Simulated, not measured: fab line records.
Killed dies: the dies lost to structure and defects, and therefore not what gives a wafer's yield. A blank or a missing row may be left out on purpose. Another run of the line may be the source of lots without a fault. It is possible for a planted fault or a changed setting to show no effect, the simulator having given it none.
Struck lot and sound lot, side by side	flow sky130	43 steps out of a route of 708
Sound: the wafers L452.2, L452.3, L452.4. Wafers struck: L471.1, L471.3, L471.6. The cause is given at the end.
Each step with rows lists, per side, the tool, then ch with its chambers, then its first start. Under that, the readings that differ: sound wafers	struck wafers	difference of the means	sigmas: that difference in standard deviations of wafers without a fault.
alike: same words and numbers on both sides, and readings whose means sit less than 2 such deviations apart. not compared: any withheld reading, any reading some wafer has no value for, any bound like >300 that may hide the same value, and any number with overlapping values for which the record gives no deviation.
The two part at a step that has a row with sigmas, a row that says differs or no value, or rows on one side only. Numbers that have no deviation but don't overlap get no sigmas and don't part them. A reading that every wafer of one side lacks parts them only if that side has two wafers or more.

SKY_CAPM_RS_MEAS_03: measures by four-point-probe.
  struck on filmMetro-02, day 42 19:47; sound on filmMetro-02, day 36 16:20
  alike: CAPM_TIN_RS
SKY_CAPM_THK_MEAS_04: measures by xrf.
  struck on filmMetro-02, day 42 19:54; sound on filmMetro-02, day 36 16:27
  alike: CAPM_TIN_THK
then, 7 steps without rows for these wafers: SKY_CAPM_DEHYDRATE_05 (time 60 s); SKY_CAPM_HMDS_06 (prime time 60 s); SKY_CAPM_COAT_07 (resist thk 1140 nm); SKY_CAPM_SOFTBAKE_08 (time 60 s); SKY_CAPM_EXPOSE_09 (exposes mask CAPM, target cd 1000 nm); SKY_CAPM_PEB_10; SKY_CAPM_DEVELOP_11 (develop time 60 s).
SKY_CAPM_OVL_MEAS_12:
  struck on overlay-02, day 43 17:45; sound on overlay-01, day 37 17:43
  alike: CAPM_OVL
SKY_CAPM_METAL_ETCH_13: etches TiN in Cl2/BCl3, stops on SiO2, target depth 220 nm, time 62.9 s.
  sound on rieMetal-02 ch 0,1, day 37 17:45; struck on rieMetal-03 ch 1, day 43 17:47
reading	sound	struck	difference	sigmas
drypumpMotorCurrentA (A)	6.5 6.0 6.5	5.4 5.4 5.3	-1.0	-2
  alike: oesProductAu, throttleValvePct
  not compared: rfHoursCounterH
then, 1 step without rows for these wafers: SKY_CAPM_STRIP_14 (strips in O2/N2).
SKY_CAPM_STRIP_15: strips in post etch residue remover, time 1200 s.
  sound on wetBench-02 ch 1, day 37 17:55; struck on wetBench-01 ch 0, day 43 17:58
then, 10 steps without rows for these wafers: SKY_CAPM_CLEAN_16 (cleans in IPA, time 180 s); SKY_CAPM_CLEAN_17 (cleans in O3/DIW); SKY_METAL3_DEHYDRATE_05 (time 60 s); SKY_METAL3_HMDS_06 (prime time 60 s); SKY_METAL3_COAT_07 (resist thk 60 nm); SKY_METAL3_COAT_08 (resist thk 1140 nm); SKY_METAL3_SOFTBAKE_09 (time 90 s); SKY_METAL3_EXPOSE_10 (exposes mask MM3, target cd 300 nm); SKY_METAL3_PEB_11; SKY_METAL3_DEVELOP_12 (develop time 60 s).
SKY_METAL3_CD_MEAS_13 targets a cd of 300 nm.
  struck on cdSem-02, day 44 16:25; sound on cdSem-02, day 38 19:35
  alike: cdNm
SKY_METAL3_OVL_MEAS_14:
  struck on overlay-01, day 44 16:32; sound on overlay-02, day 38 19:41
reading	sound	struck	difference	sigmas
METAL3_OVL (nm)	6 9 2	-7 -5 -4	-11	-2
SKY_METAL3_DESCUM_15: chemistry O2, time 8 s.
  sound on rieMetal-04 ch 0,1, day 38 19:43; struck on rieMetal-04 ch 1, day 44 16:34
  alike: drypumpMotorCurrentA, oesProductAu
  not compared: rfHoursCounterH
then, 1 step without rows for these wafers: SKY_METAL3_ETCH_16 (etches BARC in N2/H2, stops on SiO2, time 88.2 s, target depth 60 nm).
SKY_METAL3_ETCH_17: etches SiO2 in C4F8/O2/Ar, stops on TiN, time 3.9 s, target depth 15 nm.
  sound on rieDiel-04 ch 0,2,3, day 38 19:51; struck on rieDiel-03 ch 2,3, day 44 16:42
  alike: oesProductAu
  not compared: rfHoursCounterH
SKY_METAL3_METAL_ETCH_18: etches the open film in Cl2/BCl3, stops on SiO2, target depth 845 nm, time 183.1 s.
  sound on rieMetal-01 ch 0,1, day 38 19:52; struck on rieMetal-02 ch 0,1, day 44 16:43
reading	sound	struck	difference	sigmas
drypumpMotorCurrentA (A)	5.4 5.4 6.0	6.4 6.0 6.5	+0.7	+2
  alike: oesProductAu, throttleValvePct
  not compared: rfHoursCounterH
then, 5 steps without rows for these wafers: SKY_METAL3_STRIP_19 (strips in O2/N2); SKY_METAL3_STRIP_20 (strips in post etch residue remover, time 1200 s); SKY_METAL3_CLEAN_21 (cleans in IPA, time 180 s); SKY_METAL3_CLEAN_22 (cleans in O3/DIW); SKY_VIA3_HDPCVD_00 (deposits SiO2, target thk 1635 nm, time 272.5 s).
SKY_VIA3_THK_MEAS_01:
  struck on filmMetro-03, day 44 17:40; sound on filmMetro-02, day 38 20:50
reading	sound	struck	difference	sigmas
VIA3_HDPCVD_THK (nm)	1654 1677 1627	1603 1628 1612	-38	-2
SKY_VIA3_CMP_02: polishes SiO2.
  sound on cmp-02 ch 1,2,3, day 38 20:56; struck on cmp-01 ch 1,2,3, day 44 17:50
  alike: motorCurrentA
SKY_VIA3_BOW_MEAS_03:
  struck on filmMetro-02, day 44 18:02; sound on filmMetro-02, day 38 21:13
  alike: VIA3_BOW
then, 5 steps without rows for these wafers: SKY_VIA3_DEHYDRATE_04 (time 60 s); SKY_VIA3_HMDS_05 (prime time 60 s); SKY_VIA3_COAT_06 (resist thk 60 nm); SKY_VIA3_COAT_07 (resist thk 450 nm); SKY_VIA3_SOFTBAKE_08 (time 90 s).
-- the record jumps here: 6 days lie between the struck wafers' starts before and after (it left off in module VIA3 and takes up again in module PAD_OPEN, whose first step shown is number 708 of the route) --
SKY_PAD_OPEN_PROBE_99:
  struck on prober-02, day 50 15:32; sound on prober-01, day 46 00:43
reading	sound	struck	difference	sigmas
defectLimitedYield (%)	81.3 83.9 84.8	74.0 75.8 76.8	-7.8	-4
killedAtOther	0 1 0	43 46 45	+44	+87
killedDies	92 79 75	128 119 114	+38	+4
sort_bin_3_pad_short (%)	0.8 0.2 0	2.4 2.2 2.6	+2.1	+5
sort_bin_5_function (%)	11.4 9.8 10.2	17.3 15.7 13.4	+5.0	+3
sortNPass	400 413 417	364 373 378	-38	-4
sortYieldPct (%)	81.3 83.9 84.8	74.0 75.8 76.8	-7.8	-4
model.etest.tester.sortNPass	400 413 417	364 373 378	-38	
model.etest.tester.sortYieldPct (%)	81.3 83.94 84.76	73.98 75.81 76.83	-7.79	
model.etest.tester.sort_bin_5_pct (%)	11.38 9.756 10.16	17.28 15.65 13.41	+5.01	
model.etest.tester.sort_bin_3_pct (%)	0.813 0.2033 0	2.439 2.236 2.642	+2.100	
  alike: killed_at_M0_to_M3, killed_at_M4_up, killedAtContacts, killedAtFrontEnd, killedOpen, killedShort, sort_bin_6_memory

WHERE THEY PART
First at SKY_CAPM_METAL_ETCH_13; last, within this record, at SKY_PAD_OPEN_PROBE_99.

WHY: what had been put in by the simulator
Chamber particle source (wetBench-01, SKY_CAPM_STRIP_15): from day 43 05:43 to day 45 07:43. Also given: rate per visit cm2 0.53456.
